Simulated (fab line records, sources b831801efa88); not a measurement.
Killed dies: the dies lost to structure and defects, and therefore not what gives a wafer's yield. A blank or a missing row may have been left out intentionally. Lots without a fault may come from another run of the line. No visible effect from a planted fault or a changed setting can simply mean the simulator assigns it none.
fab line records    flow sky130    part 1 of 2: steps 1 to 23 of 32
record lots=5  wafers=15  last-day=49
route steps=708 shown VIA4@644 METAL5@661
lots untouched by any fault: they come from a run of this same line in which no faults occurred
start-h: hours from the record's first day to the start of the lot's first wafer shown    wait-h: hours from the lot's prior step to this one    " repeats the value in the row above    L1.1+2: several wafers, shown together as one row    - no value, or no start was given    * or withheld: withheld    < > ~ a bound
route shown NAME@n: a module of which the file shows steps, and the number in the route of the first    usual: average and standard deviation across the fault-free wafers    same: alike in all rows    chamber/n: place in a boat    sites: readings site by site    _std_site: standard deviation across them    _edge_site: the outer-site mean with the inner-site mean subtracted    radius-mm: how far each site lies from the wafer's centre    mask NAME#n: copy n    behind: the most recent tool/chamber to have shaped the wafer    hold: what put the lot on hold/how long, in hours/how the hold closed    device: transistor that didn't switch, given as n, p or np    end of line: the tests these same wafers got at the end of their route    step lacking rows: just its recipe    killed: dies lost to structure and defects at the first sort, not the wafer's yield    map: shows each die of a wafer: x if killed, . if not, _ if none is there
set.NAME: setting as actually run; set.NAME@STEP: the setting as run at that earlier step    model.NAME: the simulator's own value behind a step, which no gauge read
lots seen at some steps along the route; tables by step, rows by wafer
services: from which hour (start-h, from the record's first day; less than 0 if before it) a tool's chamber was out of use, for how many hours, and why
## steps
# step SKY_VIA4_HMDS_05
# recipe prime-time-s=60  prime-temp-c=120
# usual exhaust-pa=44.8/0.91
lot.wafer  tool            chamber  start-h  wait-h  exhaust-pa
L074.2     litho-track-01  0        986.75   0.1     45.2
L074.3     "               0        "        "       45.0
L074.6     "               0        "        "       45.5
L082.1     litho-track-01  0        1046.18  0.1     45.9
L082.5     "               0        "        "       44.9
L082.6     "               0        "        "       45.1
L085.1     litho-track-04  0        1071.82  0.1     46.2
L085.3     "               0        "        "       45.8
L085.6     "               0        "        "       44.8
L088.2     litho-track-03  0        1080.26  0.1     45.7
L088.3     "               0        "        "       46.3
L088.6     "               0        "        "       45.5
L093.2     litho-track-03  0        1105.96  0.1     44.6
L093.3     "               0        "        "       45.9
L093.4     "               0        "        "       44.6
# step SKY_VIA4_COAT_06
# recipe resist=NOVOLAK  spin-rpm=3000  resist-thk-nm=1140
# usual exhaust-pa=45.0/0.99
lot.wafer  tool            chamber  start-h  wait-h  exhaust-pa
L074.2     litho-track-01  0        986.90   0.1     46.0
L074.3     "               0        "        "       44.6
L074.6     "               0        "        "       46.2
L082.1     litho-track-01  0        1046.33  0.1     44.9
L082.5     "               0        "        "       44.3
L082.6     "               0        "        "       45.6
L085.1     litho-track-04  0        1071.97  0.1     44.1
L085.3     "               0        "        "       44.9
L085.6     "               0        "        "       46.5
L088.2     litho-track-03  0        1080.41  0.1     43.7
L088.3     "               0        "        "       44.4
L088.6     "               0        "        "       45.4
L093.2     litho-track-03  0        1106.11  0.1     44.7
L093.3     "               0        "        "       46.0
L093.4     "               0        "        "       45.8
# step SKY_VIA4_SOFTBAKE_07
# recipe temp-c=90  time-s=60  resist=NOVOLAK
# usual exhaust-pa=45.0/1
lot.wafer  tool            chamber  start-h  wait-h  exhaust-pa
L074.2     litho-track-01  0        987.05   0.1     45.2
L074.3     "               0        "        "       46.1
L074.6     "               0        "        "       44.6
L082.1     litho-track-01  0        1046.48  0.1     44.3
L082.5     "               0        "        "       44.2
L082.6     "               0        "        "       45.1
L085.1     litho-track-04  0        1072.12  0.1     46.7
L085.3     "               0        "        "       46.9
L085.6     "               0        "        "       47.0
L088.2     litho-track-03  0        1080.56  0.1     46.4
L088.3     "               0        "        "       45.7
L088.6     "               0        "        "       44.7
L093.2     litho-track-03  0        1106.26  0.1     45.0
L093.3     "               0        "        "       45.4
L093.4     "               0        "        "       45.6
# step SKY_VIA4_EXPOSE_08
# recipe mask-id=VIM4  na=0.6  source-shape=conventional  sigma-outer=0.6  polarization=unpolarized  target-cd-nm=800  dose-mj=132
# usual focus-offset-nm=0.0/0.5
# same na=0.6
lot.wafer  tool              chamber  start-h  wait-h  mask    focus-offset-nm
L074.2     iline-stepper-02  0        -        -       VIM4#0  1.0
L074.3     "                 0        "        "       VIM4#0  0.3
L074.6     "                 0        "        "       VIM4#0  0.5
L082.1     iline-stepper-02  0        -        -       VIM4#0  -0.5
L082.5     "                 0        "        "       VIM4#0  0.3
L082.6     "                 0        "        "       VIM4#0  -0.1
L085.1     iline-stepper-01  0        -        -       VIM4#0  0.1
L085.3     "                 0        "        "       VIM4#0  0.9
L085.6     "                 0        "        "       VIM4#0  0.3
L088.2     iline-stepper-01  0        -        -       VIM4#0  -0.1
L088.3     "                 0        "        "       VIM4#0  -0.3
L088.6     "                 0        "        "       VIM4#0  -0.5
L093.2     iline-stepper-01  0        -        -       VIM4#0  0.3
L093.3     "                 0        "        "       VIM4#0  0.1
L093.4     "                 0        "        "       VIM4#0  0.1
# step SKY_VIA4_PEB_09
# recipe temp-c=withheld  time-s=*  resist=NOVOLAK
# usual exhaust-pa=45.2/0.84
lot.wafer  tool            chamber  start-h  wait-h  exhaust-pa
L074.2     litho-track-04  0        -        -       43.3
L074.3     "               0        "        "       44.4
L074.6     "               0        "        "       44.8
L082.1     litho-track-03  0        -        -       44.8
L082.5     "               0        "        "       44.2
L082.6     "               0        "        "       43.7
L085.1     litho-track-03  0        -        -       45.9
L085.3     "               0        "        "       44.1
L085.6     "               0        "        "       45.0
L088.2     litho-track-04  0        -        -       45.6
L088.3     "               0        "        "       44.5
L088.6     "               0        "        "       44.7
L093.2     litho-track-04  0        -        -       45.7
L093.3     "               0        "        "       45.9
L093.4     "               0        "        "       45.5
# step SKY_VIA4_DEVELOP_10
# recipe resist=NOVOLAK  developer=TMAH  develop-time-s=60  dev-temp-c=23
# usual exhaust-pa=44.8/0.97
lot.wafer  tool            chamber  start-h  wait-h  exhaust-pa
L074.2     litho-track-04  0        998.35   0.1     44.3
L074.3     "               0        "        "       45.1
L074.6     "               0        "        "       45.8
L082.1     litho-track-03  0        1056.69  0.1     45.3
L082.5     "               0        "        "       46.9
L082.6     "               0        "        "       46.1
L085.1     litho-track-03  0        1082.29  0.1     45.0
L085.3     "               0        "        "       45.7
L085.6     "               0        "        "       45.6
L088.2     litho-track-04  0        1090.95  0.1     44.8
L088.3     "               0        "        "       44.8
L088.6     "               0        "        "       45.4
L093.2     litho-track-04  0        1116.45  0.1     44.0
L093.3     "               0        "        "       44.1
L093.4     "               0        "        "       44.8
# step SKY_VIA4_OVL_MEAS_11
# usual VIA4_OVL=-0.4/1.5
lot.wafer  tool        chamber  start-h  wait-h  VIA4_OVL[nm]
L074.2     overlay-02  -        998.48   0.1     -0.9
L074.3     "           -        "        "       -0.6
L074.6     "           -        "        "       -0.5
L082.1     overlay-02  -        1056.84  0.1     -0.6
L082.5     "           -        "        "       -0.7
L082.6     "           -        "        "       -1.5
L085.1     overlay-02  -        1082.44  0.1     0.3
L085.3     "           -        "        "       -1.0
L085.6     "           -        "        "       0.0
L088.2     overlay-02  -        1091.08  0.1     0.9
L088.3     "           -        "        "       1.5
L088.6     "           -        "        "       1.8
L093.2     overlay-02  -        1116.58  0.1     1.2
L093.3     "           -        "        "       2.2
L093.4     "           -        "        "       2.6
# step SKY_VIA4_ETCH_12
# recipe target=SiO2  chemistry=C4F8/O2/Ar  stop-on=TiN  mask-material=NOVOLAK  source-w=1500  bias-w=1200  pressure-mtorr=40  c4f8-flow-sccm=withheld  O2_flow_sccm=6  Ar_flow_sccm=300  time-s=withheld  target-depth-a=5800
# usual chamber-pressure-mTorr=40.00/0.038  oes-product-au=0.926/0.005
lot.wafer  tool         chamber  start-h  wait-h  chamber-pressure-mTorr  oes-product-au
L074.2     rie-diel-03  1        998.51   0.0     39.93                   0.924
L074.3     "            0        "        "       40.02                   0.918
L074.6     "            3        "        "       40.00                   0.912
L082.1     rie-diel-04  2        1056.87  0.0     40.04                   0.919
L082.5     "            2        "        "       40.00                   0.924
L082.6     "            1        "        "       40.04                   0.920
L085.1     rie-diel-04  0        1082.47  0.0     39.99                   0.923
L085.3     "            3        "        "       40.09                   0.922
L085.6     "            2        "        "       39.97                   0.933
L088.2     rie-diel-03  1        1091.11  0.0     40.05                   0.921
L088.3     "            2        "        "       40.00                   0.935
L088.6     "            3        "        "       40.09                   0.932
L093.2     rie-diel-01  2        1116.61  0.0     40.01                   0.925
L093.3     "            3        "        "       40.06                   0.926
L093.4     "            1        "        "       40.00                   0.920
# step SKY_VIA4_STRIP_13
# recipe chemistry=O2/N2  power-w=1400  pressure-mtorr=1500  platen-temp-c=withheld  o2-flow-sccm=3000  n2-flow-sccm=300  overash-fraction=0.5
# usual chamber-pressure-mTorr=1500.0/1.3  drypump-motor-current-A=5.8/0.4  oes-product-au=0.709/0.0046  strip-time-to-endpoint-s=12.800/0.026
lot.wafer  tool             chamber  start-h  wait-h  chamber-pressure-mTorr  drypump-motor-current-A  oes-product-au  rf-hours-counter-h  strip-time-to-endpoint-s
L074.2     plasma-asher-01  1        998.58   -       1499.8                  6.0                      0.712           24                  12.790
L074.3     "                1        "        "       1500.1                  6.0                      0.716           -                   12.754
L074.6     "                0        "        "       1499.4                  5.6                      0.712           -                   12.816
L082.1     plasma-asher-01  1        1056.95  -       1500.6                  6.0                      0.710           30                  12.782
L082.5     "                1        "        "       1499.4                  6.0                      0.704           -                   12.789
L082.6     "                0        "        "       1499.6                  5.5                      0.710           -                   12.797
L085.1     plasma-asher-02  0        1082.55  -       1497.9                  6.3                      0.711           67                  12.818
L085.3     "                0        "        "       1498.8                  6.2                      0.702           -                   12.775
L085.6     "                1        "        "       1497.7                  5.4                      0.713           -                   12.799
L088.2     plasma-asher-02  1        1091.18  -       1500.2                  5.4                      0.716           68                  12.824
L088.3     "                0        "        "       1499.7                  6.2                      0.708           -                   12.787
L088.6     "                1        "        "       1502.2                  5.4                      0.713           -                   12.766
L093.2     plasma-asher-01  1        1116.68  -       1498.5                  6.0                      0.710           36                  12.797
L093.3     "                1        "        "       1500.6                  6.0                      0.715           -                   12.796
L093.4     "                0        "        "       1502.0                  5.5                      0.711           -                   12.778
# step SKY_VIA4_STRIP_14
# recipe chemistry=post-etch-residue-remover  time-s=1200  temp-c=72.5
# usual bath-heat-duty-pct=15.1/1.8
lot.wafer  tool          chamber  start-h  wait-h  bath-heat-duty-pct
L074.2     wet-bench-01  3        998.68   0.1     13.0
L074.3     "             3        "        "       12.7
L074.6     "             3        "        "       15.2
L082.1     wet-bench-03  3        1057.05  0.1     14.7
L082.5     "             3        "        "       14.4
L082.6     "             3        "        "       13.2
L085.1     wet-bench-04  0        1082.65  0.1     18.3
L085.3     "             0        "        "       17.4
L085.6     "             0        "        "       17.2
L088.2     wet-bench-01  0        1091.28  0.1     12.8
L088.3     "             0        "        "       12.6
L088.6     "             0        "        "       13.3
L093.2     wet-bench-04  2        1116.78  0.1     16.0
L093.3     "             2        "        "       16.6
L093.4     "             2        "        "       16.5
# step SKY_VIA4_CLEAN_15
# recipe chemistry=IPA  time-s=180  temp-c=25
# usual bath-heat-duty-pct=6.7/0.86
lot.wafer  tool          chamber  start-h  wait-h  bath-heat-duty-pct
L074.2     wet-bench-01  2        999.43   0.0     6.3
L074.3     "             2        "        "       6.5
L074.6     "             2        "        "       6.8
L082.1     wet-bench-01  1        1057.39  0.0     7.4
L082.5     "             1        "        "       6.7
L082.6     "             1        "        "       6.1
L085.1     wet-bench-03  0        1083.02  0.0     8.2
L085.3     "             0        "        "       8.6
L085.6     "             0        "        "       8.1
L088.2     wet-bench-03  1        1091.62  0.0     6.3
L088.3     "             1        "        "       7.1
L088.6     "             1        "        "       5.8
L093.2     wet-bench-04  2        1117.15  0.0     8.2
L093.3     "             2        "        "       7.9
L093.4     "             2        "        "       8.1
# step SKY_VIA4_CLEAN_16
# recipe chemistry=O3/DIW  dry=n2-spin
lot.wafer   tool          chamber  start-h  wait-h
L074.2+3+6  wet-bench-03  3        999.55   0.0
L082.1+5+6  wet-bench-03  3        1057.45  0.0
L085.1+3+6  wet-bench-04  3        1083.08  0.0
L088.2+3+6  wet-bench-01  1        1091.69  0.0
L093.2+3+4  wet-bench-04  2        1117.22  0.0
# step SKY_VIA4_SPUTTER_17
# recipe material=TiN  target-thk-nm=20  chamber-pressure-pa=5  power-w=4000  time-s=80
# usual cathode-dc-power-W=4000.0/0.75  throttle-valve-pct=29.8/1.2
lot.wafer  tool            chamber  start-h  wait-h  cathode-dc-power-W  throttle-valve-pct
L074.2     pvd-sputter-04  -        999.74   0.0     3998.8              28.3
L074.3     "               -        "        "       3999.4              31.8
L074.6     "               -        "        "       4000.2              28.3
L082.1     pvd-sputter-03  -        1057.54  0.0     4001.3              30.1
L082.5     "               -        "        "       4000.0              31.9
L082.6     "               -        "        "       3999.6              30.7
L085.1     pvd-sputter-03  -        1083.18  0.0     3999.4              32.0
L085.3     "               -        "        "       4000.2              29.5
L085.6     "               -        "        "       3999.2              32.0
L088.2     pvd-sputter-04  -        1091.78  0.0     3999.5              28.1
L088.3     "               -        "        "       4000.1              28.7
L088.6     "               -        "        "       3998.5              31.6
L093.2     pvd-sputter-03  -        1117.32  0.0     3999.2              29.7
L093.3     "               -        "        "       3999.2              30.2
L093.4     "               -        "        "       3998.8              31.6
# step SKY_VIA4_CVD_18
# recipe material=W  target-thk-nm=505  time-s=152.14  temp-c=400  pressure-torr=40
# usual heater-power-w=861/45
lot.wafer  tool      chamber  start-h  wait-h  heater-power-w
L074.2     cvd-w-01  0        999.80   0.0     838
L074.3     "         1        "        "       911
L074.6     "         1        "        "       901
L082.1     cvd-w-01  0        1057.60  0.0     833
L082.5     "         0        "        "       815
L082.6     "         1        "        "       911
L085.1     cvd-w-01  0        1083.24  0.0     829
L085.3     "         0        "        "       837
L085.6     "         1        "        "       916
L088.2     cvd-w-02  0        1091.84  0.0     878
L088.3     "         0        "        "       892
L088.6     "         1        "        "       820
L093.2     cvd-w-01  0        1117.38  0.0     835
L093.3     "         0        "        "       825
L093.4     "         1        "        "       922
# step SKY_VIA4_RS_MEAS_19
# recipe thk-meas-gauge=four-point-probe  reads=W_of_VIA4_CVD_18+TiN_of_VIA4_SPUTTER_17
# usual VIA4_W_RS=0.2254/0.0021
lot.wafer  tool           chamber  start-h  wait-h  VIA4_W_RS[ohm/sq]
L074.2     film-metro-03  -        999.97   0.1     0.2278
L074.3     "              -        "        "       0.2273
L074.6     "              -        "        "       0.2268
L082.1     film-metro-03  -        1057.75  0.1     0.2238
L082.5     "              -        "        "       0.2237
L082.6     "              -        "        "       0.2259
L085.1     film-metro-01  -        1083.39  0.1     0.2278
L085.3     "              -        "        "       0.2279
L085.6     "              -        "        "       0.2286
L088.2     film-metro-02  -        1092.01  0.1     0.2265
L088.3     "              -        "        "       0.2264
L088.6     "              -        "        "       0.2241
L093.2     film-metro-01  -        1117.55  0.1     0.2232
L093.3     "              -        "        "       0.2273
L093.4     "              -        "        "       0.2277
# step SKY_VIA4_THK_MEAS_20
# recipe thk-meas-gauge=xrf  reads=W_of_VIA4_CVD_18
# usual VIA4_W_THK=516/5.6
lot.wafer  tool           chamber  start-h  wait-h  VIA4_W_THK[nm]
L074.2     film-metro-03  -        1000.08  0.1     508
L074.3     "              -        "        "       512
L074.6     "              -        "        "       512
L082.1     film-metro-03  -        1057.87  0.1     517
L082.5     "              -        "        "       517
L082.6     "              -        "        "       513
L085.1     film-metro-01  -        1083.51  0.1     513
L085.3     "              -        "        "       515
L085.6     "              -        "        "       511
L088.2     film-metro-02  -        1092.12  0.1     509
L088.3     "              -        "        "       511
L088.6     "              -        "        "       516
L093.2     film-metro-01  -        1117.66  0.1     526
L093.3     "              -        "        "       514
L093.4     "              -        "        "       514
# step SKY_VIA4_CMP_21
# recipe stop-on=SiO2  t-overpolish-s=25  down-force-psi=3.5  platen-rpm=60  target-thk-nm=0  pad-velocity-m-s=0.94248
# usual motor-current-A=11.1/1.6  overpolish-run-s=24.999/0.0079  time-to-endpoint-s=123/3.6
# same t-overpolish-s=25
lot.wafer  tool    chamber  start-h  wait-h  motor-current-A  overpolish-run-s  time-to-endpoint-s
L074.3     cmp-02  0        1000.13  0.0     10.0             24.994            118
L074.2     "       1        "        "       12.1             24.998            116
L074.6     "       0        "        "       9.9              24.997            113
L082.1     cmp-02  1        1058.03  0.1     11.6             25.019            123
L082.6     "       3        "        "       9.3              24.997            122
L082.5     "       0        "        "       10.0             25.004            127
L085.3     cmp-02  3        1083.62  0.1     9.2              25.007            119
L085.1     "       1        "        "       11.7             25.006            122
L085.6     "       2        "        "       13.2             25.001            125
L088.3     cmp-01  3        1092.36  0.2     13.9             25.010            121
L088.2     "       0        "        "       9.3              24.993            118
L088.6     "       1        "        "       10.7             24.999            127
L093.4     cmp-01  2        1117.71  0.0     10.7             24.996            122
L093.3     "       3        "        "       14.9             25.016            124
L093.2     "       1        "        "       11.1             25.011            126
# step SKY_METAL5_SPUTTER_00
# recipe material=Ti  target-thk-nm=15  power-w=3000  time-s=10  chamber-pressure-pa=0.4
# usual cathode-dc-power-W=2999.9/0.58  throttle-valve-pct=29.7/1.1
lot.wafer  tool            chamber  start-h  wait-h  cathode-dc-power-W  throttle-valve-pct
L074.2     pvd-sputter-04  -        1000.43  0.2     3000.5              28.2
L074.3     "               -        "        "       3000.1              29.0
L074.6     "               -        "        "       3000.3              28.1
L082.1     pvd-sputter-02  -        1058.23  0.1     2999.8              30.0
L082.5     "               -        "        "       2999.8              29.4
L082.6     "               -        "        "       2999.5              30.8
L085.1     pvd-sputter-01  -        1083.87  0.1     3000.0              30.0
L085.3     "               -        "        "       3000.3              30.2
L085.6     "               -        "        "       3000.5              30.9
L088.2     pvd-sputter-02  -        1092.56  0.1     3000.1              30.7
L088.3     "               -        "        "       2999.7              29.4
L088.6     "               -        "        "       3000.0              30.4
L093.2     pvd-sputter-02  -        1118.01  0.1     2999.9              30.6
L093.3     "               -        "        "       3000.0              29.3
L093.4     "               -        "        "       3000.7              28.1
# step SKY_METAL5_SPUTTER_01
# recipe material=TiN  target-thk-nm=20  power-w=6500  time-s=16.7  chamber-pressure-pa=0.4
# usual cathode-dc-power-W=6500.1/1.1  throttle-valve-pct=29.7/1.1
lot.wafer  tool            chamber  start-h  wait-h  cathode-dc-power-W  throttle-valve-pct
L074.2     pvd-sputter-04  -        1000.45  0.0     6499.9              28.0
L074.3     "               -        "        "       6496.8              29.0
L074.6     "               -        "        "       6500.8              27.8
L082.1     pvd-sputter-02  -        1058.25  0.0     6499.5              30.3
L082.5     "               -        "        "       6497.2              29.5
L082.6     "               -        "        "       6499.7              30.2
L085.1     pvd-sputter-01  -        1083.89  0.0     6498.5              29.6
L085.3     "               -        "        "       6500.3              30.3
L085.6     "               -        "        "       6499.1              30.8
L088.2     pvd-sputter-02  -        1092.58  0.0     6499.2              30.7
L088.3     "               -        "        "       6499.8              29.5
L088.6     "               -        "        "       6500.8              30.5
L093.2     pvd-sputter-02  -        1118.03  0.0     6500.6              30.8
L093.3     "               -        "        "       6499.0              29.4
L093.4     "               -        "        "       6498.9              28.2
# step SKY_METAL5_SPUTTER_02
# recipe material=AlCu  target-thk-nm=1150  power-w=10600  time-s=61.2  chamber-pressure-pa=0.4
# usual cathode-dc-power-W=10600/1.8  throttle-valve-pct=29.7/1.1
lot.wafer  tool            chamber  start-h  wait-h  cathode-dc-power-W  throttle-valve-pct
L074.2     pvd-sputter-04  -        1000.48  0.0     10602               28.2
L074.3     "               -        "        "       10600               28.8
L074.6     "               -        "        "       10601               28.2
L082.1     pvd-sputter-02  -        1058.28  0.0     10599               30.2
L082.5     "               -        "        "       10602               29.4
L082.6     "               -        "        "       10599               30.5
L085.1     pvd-sputter-01  -        1083.92  0.0     10598               30.0
L085.3     "               -        "        "       10601               30.7
L085.6     "               -        "        "       10599               30.7
L088.2     pvd-sputter-02  -        1092.61  0.0     10603               30.5
L088.3     "               -        "        "       10599               29.1
L088.6     "               -        "        "       10599               30.5
L093.2     pvd-sputter-02  -        1118.06  0.0     10600               30.5
L093.3     "               -        "        "       10600               29.1
L093.4     "               -        "        "       10601               28.2
# step SKY_METAL5_SPUTTER_03
# recipe material=Ti  target-thk-nm=5  power-w=3000  time-s=3.3  chamber-pressure-pa=0.4
# usual cathode-dc-power-W=3000.0/0.49  throttle-valve-pct=29.7/1.1
lot.wafer  tool            chamber  start-h  wait-h  cathode-dc-power-W  throttle-valve-pct
L074.2     pvd-sputter-04  -        1000.53  0.0     3000.3              28.2
L074.3     "               -        "        "       3000.2              29.5
L074.6     "               -        "        "       3000.3              28.2
L082.1     pvd-sputter-02  -        1058.33  0.0     3000.1              30.1
L082.5     "               -        "        "       2998.8              29.5
L082.6     "               -        "        "       3000.1              30.7
L085.1     pvd-sputter-01  -        1083.97  0.0     2999.9              30.1
L085.3     "               -        "        "       2999.0              30.2
L085.6     "               -        "        "       3000.3              30.8
L088.2     pvd-sputter-02  -        1092.66  0.0     3000.3              30.6
L088.3     "               -        "        "       2999.9              29.1
L088.6     "               -        "        "       3000.0              30.4
L093.2     pvd-sputter-02  -        1118.11  0.0     3000.2              30.5
L093.3     "               -        "        "       2999.5              29.2
L093.4     "               -        "        "       2999.6              28.2
# step SKY_METAL5_SPUTTER_04
# recipe material=TiN  target-thk-nm=70  power-w=6500  time-s=58.3  chamber-pressure-pa=0.4
# usual cathode-dc-power-W=6500.1/1.3  throttle-valve-pct=29.7/1.1
lot.wafer  tool            chamber  start-h  wait-h  cathode-dc-power-W  throttle-valve-pct
L074.2     pvd-sputter-04  -        1000.55  0.0     6499.1              28.3
L074.3     "               -        "        "       6498.7              28.8
L074.6     "               -        "        "       6501.8              28.0
L082.1     pvd-sputter-02  -        1058.35  0.0     6499.0              30.2
L082.5     "               -        "        "       6500.6              29.2
L082.6     "               -        "        "       6501.2              30.7
L085.1     pvd-sputter-01  -        1083.99  0.0     6501.9              29.9
L085.3     "               -        "        "       6501.2              30.3
L085.6     "               -        "        "       6501.6              30.8
L088.2     pvd-sputter-02  -        1092.68  0.0     6497.9              30.7
L088.3     "               -        "        "       6501.7              29.3
L088.6     "               -        "        "       6501.6              30.5
L093.2     pvd-sputter-02  -        1118.13  0.0     6498.1              30.3
L093.3     "               -        "        "       6499.6              29.4
L093.4     "               -        "        "       6501.6              28.1
# step SKY_METAL5_RS_MEAS_05
# recipe thk-meas-gauge=four-point-probe  reads=TiN_of_METAL5_SPUTTER_04+Ti_of_METAL5_SPUTTER_03+AlCu_of_METAL5_SPUTTER_02+TiN_of_METAL5_SPUTTER_01+Ti_of_METAL5_SPUTTER_00
# usual METAL5_ALCU_RS=0.0271/0.00031
lot.wafer  tool           chamber  start-h  wait-h  METAL5_ALCU_RS[ohm/sq]
L074.2     film-metro-02  -        1000.62  0.0     0.0269
L074.3     "              -        "        "       0.0273
L074.6     "              -        "        "       0.0272
L082.1     film-metro-03  -        1058.40  0.0     0.0275
L082.5     "              -        "        "       0.0273
L082.6     "              -        "        "       0.0272
L085.1     film-metro-02  -        1084.04  0.0     0.0269
L085.3     "              -        "        "       0.0269
L085.6     "              -        "        "       0.0272
L088.2     film-metro-03  -        1092.75  0.0     0.0271
L088.3     "              -        "        "       0.0271
L088.6     "              -        "        "       0.0270
L093.2     film-metro-03  -        1118.20  0.0     0.0269
L093.3     "              -        "        "       0.0270
L093.4     "              -        "        "       0.0269
